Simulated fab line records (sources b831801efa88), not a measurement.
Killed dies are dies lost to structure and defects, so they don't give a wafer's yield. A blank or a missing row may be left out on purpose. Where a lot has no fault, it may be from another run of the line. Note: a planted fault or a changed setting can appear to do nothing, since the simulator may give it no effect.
One fault through the eyes of 2 desks || flow gf180mcu || every desk sees just its own numbers, and what lay behind them comes last

== FROM THE METROLOGY DESK ==
What the gauges read for every lot (on any tool): the sampled wafers with a number, averaged. If a lot's mean is further than 4 standard deviations from the usual mean, the lot is out of limits and carries the mark OUT (the distance appears in the brackets).
Columns: A = M2_ALCU_THK at GF_M2_THK_MEAS_06, usual 441 nm
{"lot": "L549", "first seen here": "day 17 23:31", "A": 445}
{"lot": "L550", "first seen here": "day 18 15:11", "A": 440}
{"lot": "L551", "first seen here": "day 18 19:50", "A": 438}
{"lot": "L554", "first seen here": "day 20 09:45", "A": 438}
{"lot": "L555", "first seen here": "day 20 14:29", "A": 438}
{"lot": "L557", "first seen here": "day 21 09:01", "A": 443}
{"lot": "L558", "first seen here": "day 21 10:35", "A": 440}
{"lot": "L561", "first seen here": "day 22 13:40", "A": 454}
{"lot": "L562", "first seen here": "day 23 06:16", "A": 445}
{"lot": "L563", "first seen here": "day 23 13:02", "A": 441}
{"lot": "L569", "first seen here": "day 25 07:43", "A": 441}
{"lot": "L570", "first seen here": "day 25 10:31", "A": 442}
{"lot": "L572", "first seen here": "day 26 13:43", "A": 437}
Result from this desk: across the 13 lots, nothing is out of limits.

== THE TOOL OWNER'S DESK: litho-track-02 ==
The tool's own readings at GF_V2_DEVELOP_13 (develop time 60 s): means of the sampled wafers that have a number, for each lot that ran on this tool. If a lot's mean is further than 4 standard deviations from the usual mean, the lot is out of limits and carries the mark OUT (the distance appears in the brackets).
Columns: A = developer-temp-C at GF_V2_DEVELOP_13, usual 20.99 C
{"lot": "L550", "first seen here": "day 20 15:41", "A": 20.96}
{"lot": "L551", "first seen here": "day 20 21:08", "A": 21.14}
{"lot": "L558", "first seen here": "day 23 10:13", "A": 20.98}
{"lot": "L561", "first seen here": "day 24 11:46", "A": 21.09}
{"lot": "L562", "first seen here": "day 25 03:20", "A": "20.12 (-8.7) OUT"}
{"lot": "L563", "first seen here": "day 25 08:48", "A": "20.08 (-9.1) OUT"}
This desk's finding: out of limits on L562, L563; first on L562, day 25 03:20 (developer-temp-C at GF_V2_DEVELOP_13). L550, L551, L558, L561: within limits.

== BROUGHT TOGETHER ==
On L562, L563, at day 25 03:20, an alarm was possible from the tool owner's desk.
At the metrology desk, nothing out of limits was observed.
The metrology desk has L562, L563 on record, within its limits.
The lots listed all ran GF_V2_DEVELOP_13 on litho-track-02.

== WHAT WAS PUT IN BY THE SIMULATOR ==
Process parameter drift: litho-track-02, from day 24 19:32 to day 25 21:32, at GF_V2_DEVELOP_13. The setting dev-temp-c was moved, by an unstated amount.
Struck lots among those shown: L562, L563.
Time in hours from fault onset to the first out-of-limits reading at each desk: the tool owner's desk, 8.
